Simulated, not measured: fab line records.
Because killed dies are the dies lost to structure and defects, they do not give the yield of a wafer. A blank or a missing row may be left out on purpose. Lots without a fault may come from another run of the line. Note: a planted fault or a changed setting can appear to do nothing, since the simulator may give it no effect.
Which of the tools did it? :: flow sky130 :: 11 lots, 31 wafers sampled, at 1 step of a route of 708

## WHAT EACH GAUGE READ, for each wafer
SKY_VIA2_RS_MEAS_22: measurement is done with a four-point probe.
lot: L703
measured: day 36 09:04
on: film_metro-03
VIA2_W_RS (ohm/sq): 0.277 0.271 0.275

lot: L706
measured: day 37 08:13
on: film_metro-03
VIA2_W_RS (ohm/sq): 0.273 0.277 0.276

lot: L707
measured: day 37 20:04
on: film_metro-01
VIA2_W_RS (ohm/sq): 0.272 0.272 0.276

lot: L708
measured: day 37 21:57
on: film_metro-03
VIA2_W_RS (ohm/sq): 0.280 0.278 0.283

lot: L712
measured: day 39 03:04
on: film_metro-01
VIA2_W_RS (ohm/sq): 0.269 0.275

lot: L713
measured: day 39 14:52
on: film_metro-01
VIA2_W_RS (ohm/sq): 0.270 0.278

lot: L718
measured: day 41 04:49
on: film_metro-03
VIA2_W_RS (ohm/sq): 0.282 0.275 0.282

lot: L723
measured: day 42 11:32
on: film_metro-04
VIA2_W_RS (ohm/sq): 0.276 0.274 0.274

lot: L726
measured: day 43 06:45
on: film_metro-03
VIA2_W_RS (ohm/sq): 0.272 0.271 0.277

lot: L724
measured: day 43 09:56
on: film_metro-03
VIA2_W_RS (ohm/sq): 0.276 0.276 0.276

lot: L725
measured: day 43 10:07
on: film_metro-01
VIA2_W_RS (ohm/sq): 0.271 0.273 0.272

## WHAT TOOL EACH LOT RAN ON (gives the tool, then ch and the chambers of the sampled wafers, and finally the start)
Record: no process step prior to these readings.

## THE ANSWER, worked out from the rows above alone
Rule: the lots themselves supply what counts as usual. The widest of any qualifying gaps counts: lots, ordered by their means at a reading, are off when they make up no more than a third of the lots, leave a main group of 4 or more, and stand apart from it by 3 or more times the standard deviation of that group's means. A main group whose means are all the same, to the digits that the tables above print for the reading, isn't used. A lot without any number at a reading at which 4 lots or more have one is off too. All remaining lots with rows at the step are treated as sound.
No lot is off at any reading shown: from this, nothing can be told.

## WHAT HAD BEEN PUT IN BY THE SIMULATOR
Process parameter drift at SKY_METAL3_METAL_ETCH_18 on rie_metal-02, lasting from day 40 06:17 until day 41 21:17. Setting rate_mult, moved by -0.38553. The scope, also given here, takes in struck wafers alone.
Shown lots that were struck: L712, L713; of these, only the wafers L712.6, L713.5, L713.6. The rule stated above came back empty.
